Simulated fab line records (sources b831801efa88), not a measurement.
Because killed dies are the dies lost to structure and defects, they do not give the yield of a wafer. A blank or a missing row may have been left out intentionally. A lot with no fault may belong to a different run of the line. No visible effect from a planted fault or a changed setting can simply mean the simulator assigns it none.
Chamber matching    flow sky130    SKY_POLY_CUT_ETCH_11 on rie diel-02 has 4 sister chambers
The step etches Si3N4 in CF4/CH2F2/Ar, stops on poly-Si, time 42.5 s, target depth 60 nm. 16 wafers are shown with their chamber, then 8 later ones without.

== WAFERS PAIRED WITH THEIR CHAMBERS ==
wafer   chamber  drypump motor current A (A)  throttle valve pct (%)  oes product au (a.u.)
L074.2  3        4.9                          14.984                  0.821
L074.3  0        5.1                          14.996                  0.827
L074.6  0        5.1                          15.003                  0.827
L077.1  0        5.1                          14.979                  0.839
L077.4  2        5.4                          14.987                  0.829
L077.5  3        4.8                          14.978                  0.830
L078.2  0        5.1                          15.004                  0.829
L078.5  3        4.8                          15.003                  0.837
L078.6  0        5.1                          15.001                  0.831
L083.1  1        6.5                          15.003                  0.831
L083.2  2        5.4                          14.991                  0.826
L083.6  0        5.0                          14.984                  0.837
L086.3  3        4.8                          14.995                  0.824
L086.4  1        6.5                          15.007                  0.833
L086.6  0        5.1                          14.984                  0.829
L093.2  3        4.8                          14.978                  0.823

SIGNATURES, as means of the wafers listed above
reading                  chamber 0  chamber 1  chamber 2  chamber 3  scatter within a chamber
drypump motor current A  5.086      6.500      5.400      4.820      0.0372
throttle valve pct       14.99300   15.00500   14.98900   14.98760   0.00982
oes product au           0.83129    0.83200    0.82750    0.82700    0.00513
Rule: a wafer lies at a distance from a chamber equal to the root of the sum of squares, over the readings, of (its reading less the chamber's mean, divided by the reading's scatter). The wafer belongs to the nearest chamber; if the next one is less than 2 further off, it can't be placed. The scatter: take each reading less its chamber's mean, square it, sum over the shown wafers, divide by the number of wafers less the number of chambers, and take the root.

== WAFERS WITH NO CHAMBER GIVEN ==
wafer   drypump motor current A (A)  throttle valve pct (%)  oes product au (a.u.)
L093.4  6.5                          14.986                  0.827
L093.6  5.1                          15.012                  0.825
L095.1  5.1                          14.999                  0.833
L095.4  5.4                          14.992                  0.829
L095.5  4.8                          14.984                  0.826
L097.1  5.1                          15.002                  0.832
L097.4  5.4                          14.983                  0.832
L097.5  6.5                          14.995                  0.841

== CHAMBER TAKEN BY EACH ==
wafer   from the rows above  in truth
L093.4  1                    1
L093.6  0                    0
L095.1  0                    0
L095.4  2                    2
L095.5  3                    3
L097.1  0                    0
L097.4  2                    2
L097.5  1                    1
Correctly placed: 8 of 8. Left unplaced by these rows: 0. 0 placed wrongly.
